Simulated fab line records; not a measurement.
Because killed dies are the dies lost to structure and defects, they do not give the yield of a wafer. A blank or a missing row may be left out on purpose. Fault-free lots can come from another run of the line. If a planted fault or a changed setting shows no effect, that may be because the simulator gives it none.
Comparing a struck lot with a sound one -- flow sky130 -- 14 out of 708 route steps
Sound: wafers L418.3, L418.4, L418.5. Wafers struck: L412.2, L412.4, L412.5. Last of all comes the cause.
Each step with rows lists, per side, the tool, then ch with its chambers, then its first start. Under that, the readings that differ: sound wafers -- struck wafers -- difference of the means -- sigmas: that difference in standard deviations of wafers without a fault.
alike: same words and numbers on both sides, and readings whose means sit less than 2 such deviations apart. not compared: any withheld reading, any reading some wafer has no value for, any bound like >300 that may hide the same value, and any number with overlapping values for which the record gives no deviation.
Wherever a step has rows on one side only, a row that says differs or no value, or a row with sigmas, the two part there. Numbers that have no deviation but don't overlap get no sigmas and don't part them. A reading that every wafer of one side lacks parts them only if that side has two wafers or more.

SKY_CONTACT_STRIP_19: strips in O2/N2.
  sound on plasma-asher-03 ch 0,1, day 38 00:40; struck on plasma-asher-04 ch 0,1, day 35 20:11
  alike: drypump-motor-current-A, n2-flow-sccm, oes-product-au, strip-time-to-endpoint-s
  not compared: rf-hours-counter-h
then, 3 steps without rows for these wafers: SKY_CONTACT_STRIP_20 (strips in post etch residue remover, time 1200 s); SKY_CONTACT_CLEAN_21 (cleans in IPA, time 180 s); SKY_CONTACT_CLEAN_22 (cleans in O3/DIW).
SKY_CONTACT_SPUTTER_23: material TiN, target thk 20 nm, time 80 s.
  sound: pvd-sputter-04 at day 38 01:13; struck: pvd-sputter-01 at day 35 20:46
  alike: cathode-dc-power-W, chamber-pressure-pa, throttle-valve-pct
SKY_CONTACT_CVD_24: deposits W, target thk 340 nm, time 102.12 s.
  sound on cvd-w-02 ch 0,1, day 38 01:19; struck on cvd-w-01 ch 0,1, day 35 20:50
  alike: heater-power-w
SKY_CONTACT_RS_MEAS_25: measurement is done with a four-point probe.
  sound: film-metro-01 at day 38 01:26; struck: film-metro-01 at day 35 20:58
  alike: CONTACT_W_RS
SKY_CONTACT_THK_MEAS_26: measures by xrf.
  sound: film-metro-01 at day 38 01:32; struck: film-metro-01 at day 35 21:04
  alike: CONTACT_W_THK
then, 1 step without rows for these wafers: SKY_CONTACT_CMP_27 (polishes, stops on SiO2, t overpolish 15 s, target thk 0 nm).
SKY_METAL1_SPUTTER_00: material Ti, target thk 15 nm, time 10 s.
  sound: pvd-sputter-02 at day 38 01:52; struck: pvd-sputter-03 at day 35 21:25
  alike: cathode-dc-power-W, chamber-pressure-pa, throttle-valve-pct
SKY_METAL1_SPUTTER_01: material TiN, target thk 20 nm, time 16.7 s.
  sound: pvd-sputter-02 at day 38 01:54; struck: pvd-sputter-03 at day 35 21:27
  alike: cathode-dc-power-W, chamber-pressure-pa, throttle-valve-pct
then, 1 step without rows for these wafers: SKY_METAL1_SPUTTER_02 (material AlCu, target thk 250 nm, time 13.3 s).
SKY_METAL1_SPUTTER_03: material Ti, target thk 5 nm, time 3.3 s.
  sound: pvd-sputter-02 at day 38 01:57; struck: pvd-sputter-03 at day 35 21:30
  no value came back on the struck wafers for cathode-dc-power-W (W), chamber-pressure-pa (Pa), throttle-valve-pct (%); on the sound wafers cathode-dc-power-W (W) reads 3000.3 3000.6 3000.0
then, 1 step without rows for these wafers: SKY_METAL1_SPUTTER_04 (material TiN, target thk 70 nm, time 58.3 s).

WHERE THEY PART
Only at SKY_METAL1_SPUTTER_03, within this record.

WHY: the cause the simulator had injected
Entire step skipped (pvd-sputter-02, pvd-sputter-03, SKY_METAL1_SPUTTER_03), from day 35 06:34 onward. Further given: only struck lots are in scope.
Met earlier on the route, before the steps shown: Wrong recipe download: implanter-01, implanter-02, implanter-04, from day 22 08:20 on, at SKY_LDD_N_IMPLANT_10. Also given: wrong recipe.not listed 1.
